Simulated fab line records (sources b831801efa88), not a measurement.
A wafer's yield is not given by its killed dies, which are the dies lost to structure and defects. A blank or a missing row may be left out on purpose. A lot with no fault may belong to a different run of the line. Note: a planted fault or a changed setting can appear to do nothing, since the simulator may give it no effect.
Chamber matching -- flow sky130 -- pecvd-01 running SKY_PASSIVATION_CVD_00: 3 sister chambers
The step deposits SiO2, target thk 90 nm. 6 wafers are shown with their chamber, then 7 later ones without.

## WAFERS PAIRED WITH THEIR CHAMBERS
wafer,chamber,heater-power-outer-w (W),heater-power-w (W)
L860.3,1,330,587
L860.4,2,444,776
L862.1,1,366,653
L862.4,0,458,723
L870.1,0,448,706
L870.3,2,450,750

## WAFERS MISSING THEIR CHAMBER
wafer,heater-power-outer-w (W),heater-power-w (W)
L870.5,382,664
L877.1,497,762
L877.4,454,791
L877.5,512,799
L878.1,474,731
L878.4,457,780
L878.6,466,752

## WHICH CHAMBER EACH WENT THROUGH
wafer,from the rows above,in truth
L870.5,1,1
L877.1,can't be placed: 2 or 0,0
L877.4,can't be placed: 2 or 0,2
L877.5,can't be placed: 2 or 0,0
L878.1,can't be placed: 0 or 2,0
L878.4,can't be placed: 2 or 0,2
L878.6,can't be placed: 2 or 0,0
Correctly placed: 1 of 7. Can't be placed from these rows: 6 (the true chamber is among the candidates in 6). Number placed wrongly: 0.
How it was worked out, from the rows above alone: a wafer's distance from a chamber is the root of the sum, over the readings, of the square of ((its reading less the chamber's mean) divided by the reading's scatter). The wafer belongs to the nearest chamber; if the next one is less than 2 further off, it can't be placed. For every chamber, the mean is computed from those of its wafers that are shown. The scatter: take each reading less its chamber's mean, square it, sum over the shown wafers, divide by the number of wafers less the number of chambers, and take the root.
